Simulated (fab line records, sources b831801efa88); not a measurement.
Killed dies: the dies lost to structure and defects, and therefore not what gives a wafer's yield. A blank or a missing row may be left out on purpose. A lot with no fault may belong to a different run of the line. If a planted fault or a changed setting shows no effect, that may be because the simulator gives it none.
Struck lot and sound lot, side by side + flow sfq-line + 42 steps out of a route of 325
Sound: wafers L492.2, L492.4, L492.5. The struck wafers were L501.4, L501.5, L501.6. The cause comes at the end.
Per side, at each step with rows, come the tool, then ch with its chambers, and then its first start. Under that, the readings that differ: sound wafers + struck wafers + difference of the means + sigmas: that difference in standard deviations of wafers without a fault.
alike: words and numbers the same on both sides, and readings whose means are apart by under 2 such deviations; not compared: readings that were withheld, readings missing a value for some wafer, numbers with overlapping values and no deviation given by the record, and bounds like >300 which may hide the same value.
Wherever a step has rows on one side only, a row that says differs or no value, or a row with sigmas, the two part there. Numbers that don't overlap but have no deviation are shown without sigmas and don't part them. Lack of a reading on every wafer of one side parts them only where that side has two or more wafers.

first, 6 steps without rows for these wafers: SFQ_TRILAYER_M4_LITHO_COAT_098 (resist thk 62 nm); SFQ_TRILAYER_M4_LITHO_COAT_093 (resist thk 600 nm); SFQ_TRILAYER_M4_LITHO_SOFTBAKE_097; SFQ_TRILAYER_M4_LITHO_EXPOSE_094 (exposes mask M4, target cd 500 nm); SFQ_TRILAYER_M4_LITHO_PEB_096 (peb time 60 s); SFQ_TRILAYER_M4_LITHO_DEVELOP_095 (time 60 s).
SFQ_M4_OVL_MEAS_926:
  struck on overlay-01, day 38 08:14; sound on overlay-02, day 35 23:40
  alike: M4_OVL
then, 1 step without rows for these wafers: SFQ_TRILAYER_M4_BARC_OPEN_METAL_ETCH_123 (etches BARC in O2, target depth 125 nm, time 41.7 s).
SFQ_TRILAYER_M4_ETCH_METAL_ETCH_096: etches Nb in Cl2/Ar, stops on SiO2, target depth 240 nm, time 120 s.
  sound on rie-metal-04 ch 0,1, day 35 23:45; struck on rie-metal-01 ch 0,1, day 38 08:23
  alike: drypump-motor-current-A, he-backside-leak-sccm, oes-product-au
  not compared: rf-hours-counter-h
SFQ_TRILAYER_M4_STRIP_STRIP_097: strips in O2.
  sound on rie-metal-04 ch 0,1, day 35 23:53; struck on rie-metal-01 ch 0,1, day 38 08:46
  alike: drypump-motor-current-A, he-backside-leak-sccm, oes-product-au
  not compared: rf-hours-counter-h
then, 2 steps without rows for these wafers: SFQ_TRILAYER_M4_STRIP_SOLV_CLEAN_098 (cleans in NMP, time 600 s); SFQ_TRILAYER_I4_DEP_PECVD_099 (deposits SiO2 from SiH4/N2O, time 111.11 s, target thk 500 nm).
-- the record jumps here: 2 days lie between the struck wafers' starts before and after --
SFQ_TRILAYER_I4_CMP_CMP_100: polishes SiO2.
  sound on cmp-01 ch 0,2, day 37 22:24; struck on cmp-02 ch 0,1,2, day 40 11:05
| reading                                             | sound           | struck        | difference | sigmas |
|-----------------------------------------------------|-----------------|---------------|------------|--------|
| time-to-endpoint-s (s)                              | 224 219 210     | 240 247 233   | +22        | +2     |
| model.SiO2_of_TRILAYER_I4_DEP_PECVD_099.thk-nm (nm) | 200.9 202 200.5 | 182 182.7 180 | -20        |        |
  alike: motor-current-A
SFQ_I4_BOW_MEAS_927:
  struck on film-metro-04, day 40 12:38; sound on film-metro-01, day 38 00:55
  alike: I4_BOW
SFQ_TRILAYER_I4_METRO_MEASURE_101:
  struck on film-metro-04, day 40 13:18; sound on film-metro-01, day 38 01:13
| reading     | sound             | struck            | difference | sigmas |
|-------------|-------------------|-------------------|------------|--------|
| thk-nm (nm) | 200.9 201.9 200.6 | 182.2 182.7 179.9 | -19.5      | -14    |
then, 6 steps without rows for these wafers: SFQ_TRILAYER_I4_VIA_LITHO_COAT_108 (resist thk 62 nm); SFQ_TRILAYER_I4_VIA_LITHO_COAT_103 (resist thk 650 nm); SFQ_TRILAYER_I4_VIA_LITHO_SOFTBAKE_107; SFQ_TRILAYER_I4_VIA_LITHO_EXPOSE_104 (exposes mask I4, target cd 700 nm); SFQ_TRILAYER_I4_VIA_LITHO_PEB_106 (peb time 60 s); SFQ_TRILAYER_I4_VIA_LITHO_DEVELOP_105 (time 60 s).
-- the record jumps here: 5 days lie between the struck wafers' starts before and after --
SFQ_I4_OVL_MEAS_928:
  struck on overlay-01, day 45 10:34; sound on overlay-02, day 41 21:53
  alike: I4_OVL
then, 1 step without rows for these wafers: SFQ_TRILAYER_I4_VIA_BARC_OPEN_VIA_ETCH_146 (etches BARC in O2, target depth 125 nm, time 41.7 s).
SFQ_TRILAYER_I4_VIA_ETCH_VIA_ETCH_106: etches SiO2 in CHF3, stops on Nb, target depth 260 nm.
  sound on rie-diel-02 ch 0,1,3, day 41 21:57; struck on rie-diel-04 ch 1,2,3, day 45 10:37
| reading                        | sound             | struck            | difference | sigmas |
|--------------------------------|-------------------|-------------------|------------|--------|
| oes-product-au (a.u.)          | 0.862 0.855 0.851 | 0.807 0.811 0.810 | -0.047     | -9     |
| model.I4.feature-depth-nm (nm) | 200.9 202 200.5   | 182 182.7 180     | -20        |        |
| model.etch.depth-nm (nm)       | 200.9 202 200.5   | 182 182.7 180     | -20        |        |
  alike: drypump-motor-current-A
SFQ_TRILAYER_I4_VIA_STRIP_STRIP_107: strips in O2.
  sound on rie-metal-01 ch 0,1, day 41 22:04; struck on rie-metal-03 ch 0,1, day 45 10:56
  alike: drypump-motor-current-A, he-backside-leak-sccm, oes-product-au
  not compared: rf-hours-counter-h
then, 5 steps without rows for these wafers: SFQ_TRILAYER_I4_VIA_STRIP_SOLV_CLEAN_108 (cleans in NMP, time 600 s); SFQ_TRILAYER_JJ_TRILAYER_DEP_PRE_CLEAN_113 (time 22.5 s); SFQ_TRILAYER_JJ_TRILAYER_DEP_SPUTTER_109 (material Nb, target thk 150 nm, time 100 s); SFQ_TRILAYER_JJ_TRILAYER_DEP_SPUTTER_110 (material Al, target thk 8 nm, time 10 s); SFQ_TRILAYER_JJ_TRILAYER_DEP_AL_OXIDATION_111 (oxidation time 600 s).
SFQ_TRILAYER_JJ_TRILAYER_DEP_SPUTTER_112: material Nb, target thk 170 nm, time 113.3 s.
  struck on pvd-sputter-06, day 45 12:38; sound on pvd-sputter-06, day 42 00:08
  alike: chamber-pressure-pa, throttle-valve-pct
SFQ_JJ_RS_MEAS_929: the measuring method here is four-point-probe.
  struck on film-metro-03, day 45 12:46; sound on film-metro-03, day 42 00:14
  alike: JJ_NB_RS
then, 6 steps without rows for these wafers: SFQ_TRILAYER_JJ_CE_LITHO_COAT_119 (resist thk 62 nm); SFQ_TRILAYER_JJ_CE_LITHO_COAT_114 (resist thk 600 nm); SFQ_TRILAYER_JJ_CE_LITHO_SOFTBAKE_118; SFQ_TRILAYER_JJ_CE_LITHO_EXPOSE_115 (exposes mask J5, target cd 700 nm); SFQ_TRILAYER_JJ_CE_LITHO_PEB_117 (peb time 60 s); SFQ_TRILAYER_JJ_CE_LITHO_DEVELOP_116 (time 60 s).
SFQ_JJ_OVL_MEAS_931:
  struck on overlay-01, day 46 18:54; sound on overlay-01, day 43 09:13
  alike: J5_OVL
after that, 1 step had no rows for these wafers: SFQ_TRILAYER_JJ_CE_METRO_MEASURE_117.
SFQ_TRILAYER_JJ_CE_BARC_OPEN_RIE_150: chemistry O2, target BARC, target depth 240 nm, time 80 s.
  sound on rie-metal-03 ch 0,1, day 43 10:27; struck on rie-metal-04 ch 0,1, day 46 20:09
  alike: drypump-motor-current-A, he-backside-leak-sccm, oes-product-au
  not compared: rf-hours-counter-h
-- the record jumps here: 4 days lie between the struck wafers' starts before and after --
SFQ_TRILAYER_M5_ETCH_METAL_ETCH_126: etches Nb in Cl2/BCl3, stops on SiO2, time 203.2 s, target depth 265 nm.
  sound on rie-metal-01 ch 1, day 48 03:59; struck on rie-metal-03 ch 0,1, day 51 02:58
| reading                                             | sound             | struck          | difference | sigmas |
|-----------------------------------------------------|-------------------|-----------------|------------|--------|
| model.SiO2_of_TRILAYER_I4_DEP_PECVD_099.thk-nm (nm) | 181.2 182.3 180.8 | 162 162.7 160.3 | -20        |        |
  alike: drypump-motor-current-A, he-backside-leak-sccm, oes-product-au
  not compared: rf-hours-counter-h

WHERE THEY PART
Earliest at SFQ_TRILAYER_I4_CMP_CMP_100; latest, in this record, at SFQ_TRILAYER_I4_VIA_ETCH_VIA_ETCH_106. Later steps at which nothing parts them and some readings are alike: SFQ_TRILAYER_I4_VIA_STRIP_STRIP_107, SFQ_TRILAYER_JJ_TRILAYER_DEP_SPUTTER_112, SFQ_JJ_RS_MEAS_929, SFQ_JJ_OVL_MEAS_931, SFQ_TRILAYER_JJ_CE_BARC_OPEN_RIE_150, SFQ_TRILAYER_M5_ETCH_METAL_ETCH_126.

WHY: what had been put in by the simulator
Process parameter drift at SFQ_TRILAYER_I4_CMP_CMP_100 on cmp-02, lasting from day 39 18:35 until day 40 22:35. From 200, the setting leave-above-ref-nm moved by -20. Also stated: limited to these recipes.
